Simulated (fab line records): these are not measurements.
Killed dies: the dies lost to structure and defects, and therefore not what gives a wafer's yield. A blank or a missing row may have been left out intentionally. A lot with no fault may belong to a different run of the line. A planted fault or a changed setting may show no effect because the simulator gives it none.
The tool behind it: which one? ; flow sky130 ; route of 708 steps, sampled at 1 step: 7 lots, 21 wafers

== WHAT THE GAUGES SHOWED, per wafer ==
SKY_FIELD_ISO_THK_MEAS_23.
lot;measured;on;FIELD_ISO_OXIDATION_01_THK (nm)
L833;day 2 15:41;filmMetro-01;10.10 10.31 10.50
L836;day 3 03:32;filmMetro-03;9.73 9.65 9.60
L845;day 5 04:07;filmMetro-03;9.85 10.28 10.00
L849;day 6 00:43;filmMetro-01;9.99 9.86 9.87
L851;day 6 09:10;filmMetro-03;9.98 9.89 9.87
L853;day 7 01:42;filmMetro-04;10.35 10.32 10.29
L855;day 7 07:08;filmMetro-03;10.16 10.41 10.04

== WHAT TOOL EACH LOT RAN ON (gives the tool, then ch and the chambers of the sampled wafers, and finally the start) ==
Record: no process step prior to these readings.

== THE ANSWER, worked out from the rows above alone ==
Rule: the usual values come from the lots themselves. Put in order of their means at a reading, lots are off if they are a third of the lots or fewer, leave a main group of 4 or more, and stand apart from it by a gap of 3 or more times the standard deviation of the main group's means; of several such gaps the widest counts. A main group is skipped when, at the precision printed for the reading in the tables above, its means are all equal. A lot without any number at a reading at which 4 lots or more have one is off too. Where the step has rows for the other lots, those lots are counted as sound.
None of the lots is off at any reading shown; this tells nothing.

== WHAT HAD BEEN PUT IN BY THE SIMULATOR ==
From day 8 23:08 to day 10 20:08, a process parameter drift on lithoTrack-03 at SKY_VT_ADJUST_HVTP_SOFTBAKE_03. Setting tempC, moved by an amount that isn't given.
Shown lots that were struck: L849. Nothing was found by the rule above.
